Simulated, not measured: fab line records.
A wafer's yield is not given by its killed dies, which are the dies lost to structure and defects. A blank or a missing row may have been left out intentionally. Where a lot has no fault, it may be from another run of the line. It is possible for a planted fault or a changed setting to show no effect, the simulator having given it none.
2 desks looking at one fault    flow sky130    only its own numbers are on each desk; what lay behind them is given at the end

== METROLOGY DESK ==
What the gauges read, lot by lot, whatever tool the lot ran on: means of the sampled wafers that have a number. Marked OUT: a lot whose mean sits more than 4 standard deviations from the usual mean, which makes it out of limits; the brackets give that distance.
Columns: A = VIA1_HDPCVD_THK at SKY_VIA1_THK_MEAS_01, usual 1034 nm; B = VIA1_W_RS at SKY_VIA1_RS_MEAS_22, usual 0.428 ohm/sq; C = cd nm at SKY_METAL2_CD_MEAS_15, usual 139.4 nm
lot   first seen here  A     B      C
L221  day 33 00:02     1021  0.427  140.2
L222  day 33 07:57     1022  0.432  138.2
L223  day 33 18:38     1056  0.434  139.7
L224  day 34 04:00     1048  0.421  138.6
L225  day 34 04:58     1048  0.421  139.3
L228  day 35 14:39     1042  0.417  140.1
L229  day 35 17:19     1020  0.428  140.4
L234  day 37 05:55     1043  0.425  156.3 (+13) OUT
L238  day 38 11:24     1027  0.434  152.8 (+10) OUT
L239  day 38 14:06     1057  0.429  137.7
L240  day 39 00:35     1029  0.429  140.6
L243  day 40 06:28     1009  0.429  140.1
Finding of this desk: L234, L238 out of limits; the first was L234 at day 39 11:03, on cd nm at SKY_METAL2_CD_MEAS_15. L221, L222, L223, L224, L225, L228, L229, L239, L240, L243: within limits.

== THE TOOL OWNER'S DESK: krf scanner-02 ==
The tool's own readings at SKY_METAL2_EXPOSE_12 (exposes mask MM2, target cd 140 nm): means of the sampled wafers that have a number, for each lot that ran on this tool. Marked OUT: a lot whose mean sits more than 4 standard deviations from the usual mean, which makes it out of limits; the brackets give that distance.
Columns: A = exposure dose mJ cm2 at SKY_METAL2_EXPOSE_12, usual 27.98
lot   first seen here  A
L222  day 35 02:06     27.99
L224  day 35 20:56     27.95
L228  day 37 08:52     27.99
L229  day 37 10:59     27.96
L234  day 38 22:55     25.61 (-77) OUT
L238  day 40 02:25     26.13 (-60) OUT
Finding of this desk: L234, L238 out of limits; the first was L234 at day 38 22:55, on exposure dose mJ cm2 at SKY_METAL2_EXPOSE_12. L222, L224, L228, L229: within limits.

== PUT TOGETHER ==
The tool owner's desk could have raised an alarm at day 38 22:55, on L234, L238.
At day 39 11:03 the metrology desk could have sounded an alarm, on L234, L238.
SKY_METAL2_EXPOSE_12 was run on krf scanner-02 by each of the lots named.

== WHAT HAD BEEN PUT IN BY THE SIMULATOR ==
Process parameters drifting: krf scanner-02 at SKY_METAL2_EXPOSE_12, beginning at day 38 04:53. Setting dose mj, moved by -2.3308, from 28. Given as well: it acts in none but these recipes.
Struck lots among those shown: L234, L238.
Time in hours from fault onset to the first out-of-limits reading at each desk: tool owner's desk 18, metrology desk 30.
